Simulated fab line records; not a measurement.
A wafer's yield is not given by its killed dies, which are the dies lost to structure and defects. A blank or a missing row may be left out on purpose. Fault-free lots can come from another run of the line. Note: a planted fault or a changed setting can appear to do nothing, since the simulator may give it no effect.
Struck lot and sound lot, side by side    flow sky130    32 out of 708 route steps
Sound: these wafers, L305.2, L305.3, L305.5. Struck: wafer L323.5. (L323.2, L323.6 of the same lot were not struck and are left out.) The cause comes at the end.
Per side, at each step with rows, come the tool, then ch with its chambers, and then its first start. Under that, the readings that differ: sound wafers    struck wafers    difference of the means    sigmas: that difference in standard deviations of wafers without a fault.
alike: readings whose means differ by less than 2 such deviations, and words and numbers that are the same on both sides. not compared: withheld readings, readings that some wafer has no value for, bounds like >300 that may hide the same value, and numbers for which the record gives no deviation and whose values overlap.
Wherever a step has rows on one side only, a row that says differs or no value, or a row with sigmas, the two part there. Numbers that don't overlap but have no deviation are shown without sigmas and don't part them. Lack of a reading on every wafer of one side parts them only where that side has two or more wafers.

first, 4 steps without rows for these wafers: SKY_CONTACT_STRIP_20 (strips in post etch residue remover, time 1200 s); SKY_CONTACT_CLEAN_21 (cleans in IPA, time 180 s); SKY_CONTACT_CLEAN_22 (cleans in O3/DIW); SKY_CONTACT_SPUTTER_23 (material TiN, target thk 20 nm, time 80 s).
SKY_CONTACT_CVD_24: deposits W, target thk 340 nm, time 102.12 s.
  sound on cvdW-02 ch 0,1, day 32 20:11; struck on cvdW-02 ch 0, day 38 10:10
  alike: heaterPowerW
SKY_CONTACT_RS_MEAS_25: measurement is done with a four-point probe.
  sound on filmMetro-02 at day 32 20:19; struck on filmMetro-02 at day 38 10:18
  alike: CONTACT_W_RS
SKY_CONTACT_THK_MEAS_26: measures by xrf.
  sound on filmMetro-02 at day 32 20:25; struck on filmMetro-02 at day 38 10:25
  alike: CONTACT_W_THK
then, 3 steps without rows for these wafers: SKY_CONTACT_CMP_27 (polishes, stops on SiO2, t overpolish 15 s, target thk 0 nm); SKY_METAL1_SPUTTER_00 (material Ti, target thk 15 nm, time 10 s); SKY_METAL1_SPUTTER_01 (material TiN, target thk 20 nm, time 16.7 s).
SKY_METAL1_SPUTTER_02: material AlCu, target thk 250 nm, time 13.3 s.
  sound on pvdSputter-03 at day 32 20:49; struck on pvdSputter-04 at day 38 10:48
  alike: throttleValvePct
SKY_METAL1_SPUTTER_03: material Ti, target thk 5 nm, time 3.3 s.
  sound on pvdSputter-03 at day 32 20:50; struck on pvdSputter-04 at day 38 10:50
  alike: throttleValvePct
SKY_METAL1_SPUTTER_04: material TiN, target thk 70 nm, time 58.3 s.
  sound on pvdSputter-03 at day 32 20:52; struck on pvdSputter-04 at day 38 10:51
reading                                    sound              struck  difference  sigmas
model.TiN_of_METAL1_SPUTTER_04.thkNm (nm)  69.38 69.15 69.51  105.9   +36.6       
  alike: throttleValvePct
SKY_METAL1_RS_MEAS_05: measurement is done with a four-point probe.
  sound on filmMetro-03 at day 32 20:56; struck on filmMetro-03 at day 38 10:55
  alike: METAL1_ALCU_RS
SKY_METAL1_THK_MEAS_06: measures by xrf.
  sound on filmMetro-03 at day 32 21:02; struck on filmMetro-03 at day 38 11:01
reading               sound        struck  difference  sigmas
METAL1_ALCU_THK (nm)  252 251 250  230     -21         -6
then, 8 steps without rows for these wafers: SKY_METAL1_DEHYDRATE_07 (time 60 s); SKY_METAL1_HMDS_08 (prime time 60 s); SKY_METAL1_COAT_09 (resist thk 60 nm); SKY_METAL1_COAT_10 (resist thk 450 nm); SKY_METAL1_SOFTBAKE_11 (time 90 s); SKY_METAL1_EXPOSE_12 (exposes mask MM1, target cd 140 nm); SKY_METAL1_PEB_13; SKY_METAL1_DEVELOP_14 (develop time 60 s).
SKY_METAL1_CD_MEAS_15: the cd target is 140 nm.
  sound on cdSem-02 at day 33 23:27; struck on cdSem-02 at day 39 11:45
  alike: cdNm
SKY_METAL1_OVL_MEAS_16:
  sound on overlay-01 at day 33 23:34; struck on overlay-01 at day 39 11:52
  alike: METAL1_OVL
then, 2 steps without rows for these wafers: SKY_METAL1_DESCUM_17 (chemistry O2, time 8 s); SKY_METAL1_ETCH_18 (etches BARC in N2/H2, stops on SiO2, time 45.9 s, target depth 60 nm).
SKY_METAL1_METAL_ETCH_19: etches the open film in Cl2/BCl3, stops on SiO2, target depth 360 nm, time 78 s.
  sound on rieMetal-04 ch 0, day 33 23:49; struck on rieMetal-01 ch 0, day 39 11:59
reading                   sound           struck  difference  sigmas
drypumpMotorCurrentA (A)  5.80 5.80 5.80  6.25    +0.45       +2
  alike: oesProductAu, throttleValvePct
  not compared: rfHoursCounterH
SKY_METAL1_STRIP_20: strips in O2/N2.
  sound on plasmaAsher-02 ch 0,1, day 33 23:58; struck on plasmaAsher-02 ch 0, day 39 12:05
reading              sound              struck  difference  sigmas
oesProductAu (a.u.)  0.341 0.333 0.338  0.349   +0.012      +2
  alike: drypumpMotorCurrentA, stripTimeToEndpointS
  not compared: rfHoursCounterH
SKY_METAL1_STRIP_21: strips in post etch residue remover, time 1200 s.
  sound on wetBench-04 ch 1, day 34 00:04; struck on wetBench-03 ch 3, day 39 12:11
reading                                    sound             struck  difference  sigmas
model.TiN_of_METAL1_SPUTTER_04.thkNm (nm)  68.96 68.74 69.1  105.5   +36.6       
  alike: tempC
then, 1 step without rows for these wafers: SKY_METAL1_CLEAN_22 (cleans in IPA, time 180 s).
-- the record jumps here: 11 days lie between the struck wafers' starts before and after (it left off in module METAL1 and takes up again in module PAD_OPEN, whose first step shown is number 708 of the route) --
SKY_PAD_OPEN_PROBE_99:
  sound on prober-02 at day 46 17:50; struck on prober-01 at day 50 14:32
reading                      sound       struck  difference  sigmas
killedAtContacts             23 19       31      +10         +2
model.etest.via1Chain.rcOhm  16.45 16.7  18.25   +1.68       
  alike: defectLimitedYield, killed_at_M0_to_M3, killed_at_M4_up, killedAtFrontEnd, killedAtOther, killedDies, killedOnRim, killedOpen, killedShort, sort_bin_3_pad_short, sort_bin_5_function, sort_bin_6_memory, sortNPass, sortYieldPct

== WHERE THEY PART ==
Last at SKY_PAD_OPEN_PROBE_99 as far as this record goes, first at SKY_METAL1_THK_MEAS_06.

WHY: what had been put in by the simulator
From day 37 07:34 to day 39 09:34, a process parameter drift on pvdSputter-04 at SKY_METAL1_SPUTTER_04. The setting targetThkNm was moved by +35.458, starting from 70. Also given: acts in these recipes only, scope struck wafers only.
